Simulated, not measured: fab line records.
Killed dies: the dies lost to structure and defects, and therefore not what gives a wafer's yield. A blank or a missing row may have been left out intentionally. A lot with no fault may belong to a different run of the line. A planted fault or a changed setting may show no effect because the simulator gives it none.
The tool behind it: which one? / flow sky130 / 11 lots with 33 wafers sampled at 5 steps, on a route of 708 steps

WHAT EACH GAUGE READ, for each wafer
SKY_LI_CONTACT_CD_MEAS_12: the cd target is 170 nm.
lot=L131; measured=day 28 22:48; on=cd-sem-01; cd-nm (nm)=169.5 168.7 169.0
lot=L132; measured=day 30 02:30; on=cd-sem-01; cd-nm (nm)=168.1 170.3 169.2
lot=L134; measured=day 30 05:57; on=cd-sem-01; cd-nm (nm)=169.2 169.2 169.3
lot=L137; measured=day 31 09:58; on=cd-sem-01; cd-nm (nm)=167.0 168.1 167.4
lot=L144; measured=day 33 16:47; on=cd-sem-02; cd-nm (nm)=172.4 171.6 171.7
lot=L145; measured=day 33 23:54; on=cd-sem-01; cd-nm (nm)=173.2 174.4 173.1
lot=L146; measured=day 34 02:41; on=cd-sem-02; cd-nm (nm)=169.2 170.5 169.9
lot=L152; measured=day 35 20:25; on=cd-sem-01; cd-nm (nm)=171.7 172.7 171.2
lot=L151; measured=day 36 05:36; on=cd-sem-02; cd-nm (nm)=170.0 170.4 171.2
lot=L153; measured=day 36 12:05; on=cd-sem-02; cd-nm (nm)=169.2 168.9 170.8
lot=L154; measured=day 36 16:15; on=cd-sem-02; cd-nm (nm)=170.4 172.4 171.7

SKY_LI_CONTACT_OVL_MEAS_13.
lot=L131; measured=day 28 22:55; on=overlay-01; LI_CONTACT_OVL (nm)=-2 -2 1
lot=L132; measured=day 30 02:37; on=overlay-01; LI_CONTACT_OVL (nm)=3 -2 1
lot=L134; measured=day 30 06:04; on=overlay-02; LI_CONTACT_OVL (nm)=-9 -12 -11
lot=L137; measured=day 31 10:05; on=overlay-02; LI_CONTACT_OVL (nm)=-3 3 -7
lot=L144; measured=day 33 16:54; on=overlay-01; LI_CONTACT_OVL (nm)=-8 -8 -6
lot=L145; measured=day 34 00:01; on=overlay-02; LI_CONTACT_OVL (nm)=-8 -1 2
lot=L146; measured=day 34 02:48; on=overlay-01; LI_CONTACT_OVL (nm)=9 1 6
lot=L152; measured=day 35 20:32; on=overlay-01; LI_CONTACT_OVL (nm)=-3 1 -1
lot=L151; measured=day 36 05:43; on=overlay-01; LI_CONTACT_OVL (nm)=5 0 0
lot=L153; measured=day 36 12:11; on=overlay-01; LI_CONTACT_OVL (nm)=-8 -7 -6
lot=L154; measured=day 36 16:21; on=overlay-01; LI_CONTACT_OVL (nm)=0 10 4

SKY_LI_CONTACT_RS_MEAS_22: the measuring method here is four-point-probe.
lot=L131; measured=day 28 23:39; on=film-metro-02; LI_CONTACT_W_RS (ohm/sq)=0.284 0.287 0.284
lot=L132; measured=day 30 03:20; on=film-metro-03; LI_CONTACT_W_RS (ohm/sq)=0.282 0.282 0.277
lot=L134; measured=day 30 06:49; on=film-metro-03; LI_CONTACT_W_RS (ohm/sq)=0.283 0.274 0.275
lot=L137; measured=day 31 10:49; on=film-metro-02; LI_CONTACT_W_RS (ohm/sq)=0.286 0.285 0.280
lot=L144; measured=day 33 17:37; on=film-metro-03; LI_CONTACT_W_RS (ohm/sq)=0.283 0.202 0.202 0.283 0.202 0.202
lot=L145; measured=day 34 00:45; on=film-metro-03; LI_CONTACT_W_RS (ohm/sq)=0.279 0.200 0.283 0.279 0.201 0.283
lot=L146; measured=day 34 03:32; on=film-metro-03; LI_CONTACT_W_RS (ohm/sq)=0.199 0.279 0.200 0.199 0.279 0.200
lot=L152; measured=day 35 21:15; on=film-metro-02; LI_CONTACT_W_RS (ohm/sq)=0.291 0.288 0.283
lot=L151; measured=day 36 06:28; on=film-metro-02; LI_CONTACT_W_RS (ohm/sq)=0.290 0.293 0.289
lot=L153; measured=day 36 12:57; on=film-metro-02; LI_CONTACT_W_RS (ohm/sq)=0.288 0.292 0.287
lot=L154; measured=day 36 17:05; on=film-metro-02; LI_CONTACT_W_RS (ohm/sq)=0.287 0.285 0.290

TOOL THAT RAN EACH LOT (tool first, then ch and the chambers of the sampled wafers, then the start)
lot=L131; SKY_LI_CONTACT_ETCH_14=rie-diel-02 ch 1,2,3, day 28 22:56; SKY_LI_CONTACT_CVD_21=cvd-w-01 ch 1, day 28 23:30
lot=L132; SKY_LI_CONTACT_ETCH_14=rie-diel-03 ch 0,1,3, day 30 02:40; SKY_LI_CONTACT_CVD_21=cvd-w-02 ch 0,1, day 30 03:13
lot=L134; SKY_LI_CONTACT_ETCH_14=rie-diel-02 ch 0,3, day 30 06:05; SKY_LI_CONTACT_CVD_21=cvd-w-02 ch 0,1, day 30 06:40
lot=L137; SKY_LI_CONTACT_ETCH_14=rie-diel-04 ch 1,2,3, day 31 10:08; SKY_LI_CONTACT_CVD_21=cvd-w-02 ch 0,1, day 31 10:41
lot=L144; SKY_LI_CONTACT_ETCH_14=rie-diel-03 ch 0,2, day 33 16:56; SKY_LI_CONTACT_CVD_21=cvd-w-02 ch 0,1, day 33 17:29
lot=L145; SKY_LI_CONTACT_ETCH_14=rie-diel-03 ch 0,1,2, day 34 00:04; SKY_LI_CONTACT_CVD_21=cvd-w-02 ch 0,1, day 34 00:37
lot=L146; SKY_LI_CONTACT_ETCH_14=rie-diel-02 ch 0,2,3, day 34 02:50; SKY_LI_CONTACT_CVD_21=cvd-w-02 ch 0,1, day 34 03:25
lot=L152; SKY_LI_CONTACT_ETCH_14=rie-diel-03 ch 0,1, day 35 20:34; SKY_LI_CONTACT_CVD_21=cvd-w-01 ch 0,1, day 35 21:07
lot=L151; SKY_LI_CONTACT_ETCH_14=rie-diel-02 ch 0,3, day 36 05:46; SKY_LI_CONTACT_CVD_21=cvd-w-01 ch 1, day 36 06:20
lot=L153; SKY_LI_CONTACT_ETCH_14=rie-diel-04 ch 1,2,3, day 36 12:13; SKY_LI_CONTACT_CVD_21=cvd-w-01 ch 0,1, day 36 12:48
lot=L154; SKY_LI_CONTACT_ETCH_14=rie-diel-03 ch 0,1,3, day 36 16:23; SKY_LI_CONTACT_CVD_21=cvd-w-01 ch 0,1, day 36 16:56
- SKY_LI_CONTACT_ETCH_14: etches BARC in N2/H2, stops on SiO2, time 45.9 s, target depth 60 nm.
- SKY_LI_CONTACT_CVD_21: deposits W, target thk 400 nm, time 120.56 s.

WHAT THE TOOLS THEMSELVES READ (means of the sampled wafers that have a number; where no wafer has one, the mark that the record gives instead)
SKY_LI_CONTACT_ETCH_14.
lot=L131; tool=rie-diel-02; drypump-motor-current-A (A)=5.5; oes-product-au (a.u.)=0.856; throttle-valve-pct (%)=13.217
lot=L132; tool=rie-diel-03; drypump-motor-current-A (A)=5.4; oes-product-au (a.u.)=0.853; throttle-valve-pct (%)=13.225
lot=L134; tool=rie-diel-02; drypump-motor-current-A (A)=5.7; oes-product-au (a.u.)=0.860; throttle-valve-pct (%)=13.215
lot=L137; tool=rie-diel-04; drypump-motor-current-A (A)=5.8; oes-product-au (a.u.)=0.851; throttle-valve-pct (%)=13.233
lot=L144; tool=rie-diel-03; drypump-motor-current-A (A)=5.6; oes-product-au (a.u.)=0.855; throttle-valve-pct (%)=13.224
lot=L145; tool=rie-diel-03; drypump-motor-current-A (A)=5.7; oes-product-au (a.u.)=0.855; throttle-valve-pct (%)=13.227
lot=L146; tool=rie-diel-02; drypump-motor-current-A (A)=5.7; oes-product-au (a.u.)=0.855; throttle-valve-pct (%)=13.227
lot=L152; tool=rie-diel-03; drypump-motor-current-A (A)=5.6; oes-product-au (a.u.)=0.850; throttle-valve-pct (%)=13.235
lot=L151; tool=rie-diel-02; drypump-motor-current-A (A)=5.7; oes-product-au (a.u.)=0.853; throttle-valve-pct (%)=13.229
lot=L153; tool=rie-diel-04; drypump-motor-current-A (A)=5.7; oes-product-au (a.u.)=0.853; throttle-valve-pct (%)=13.226
lot=L154; tool=rie-diel-03; drypump-motor-current-A (A)=5.5; oes-product-au (a.u.)=0.856; throttle-valve-pct (%)=13.227

SKY_LI_CONTACT_CVD_21.
lot=L131; tool=cvd-w-01; heater-power-w (W)=895
lot=L132; tool=cvd-w-02; heater-power-w (W)=883
lot=L134; tool=cvd-w-02; heater-power-w (W)=879
lot=L137; tool=cvd-w-02; heater-power-w (W)=835
lot=L144; tool=cvd-w-02; heater-power-w (W)=845
lot=L145; tool=cvd-w-02; heater-power-w (W)=887
lot=L146; tool=cvd-w-02; heater-power-w (W)=833
lot=L152; tool=cvd-w-01; heater-power-w (W)=876
lot=L151; tool=cvd-w-01; heater-power-w (W)=918
lot=L153; tool=cvd-w-01; heater-power-w (W)=868
lot=L154; tool=cvd-w-01; heater-power-w (W)=864

THE ANSWER, worked out from the rows above alone
Rule: usual is defined by the lots themselves. The widest of any qualifying gaps counts: lots, ordered by their means at a reading, are off when they make up no more than a third of the lots, leave a main group of 4 or more, and stand apart from it by 3 or more times the standard deviation of that group's means. A main group whose means are all the same, to the digits that the tables above print for the reading, isn't used. Also off: a lot with no number at a reading for which 4 or more lots have one. The other lots that the step has rows for count as sound. Order of review: gauges by route order, followed by the tools' own readings, for which a lot's mean as printed above is used. The first step at which some lot is off is used, and at that step the reading that is off furthest; a lot without a number counts as furthest.
Off: L144, L145, L146, seen at SKY_LI_CONTACT_RS_MEAS_22 (LI_CONTACT_W_RS). The main group has a mean of 0.285 ohm/sq with a standard deviation of 0.0042.
A tool fits if, at a process step before that reading, it ran every lot that is off, and no sound lot after the first of them. Those tools and the gauges at SKY_LI_CONTACT_RS_MEAS_22 are tried in the same way. Undecided on this evidence; 2 tools fit (cvd-w-02 at SKY_LI_CONTACT_CVD_21, film-metro-03 at SKY_LI_CONTACT_RS_MEAS_22).

WHAT HAD BEEN PUT IN BY THE SIMULATOR
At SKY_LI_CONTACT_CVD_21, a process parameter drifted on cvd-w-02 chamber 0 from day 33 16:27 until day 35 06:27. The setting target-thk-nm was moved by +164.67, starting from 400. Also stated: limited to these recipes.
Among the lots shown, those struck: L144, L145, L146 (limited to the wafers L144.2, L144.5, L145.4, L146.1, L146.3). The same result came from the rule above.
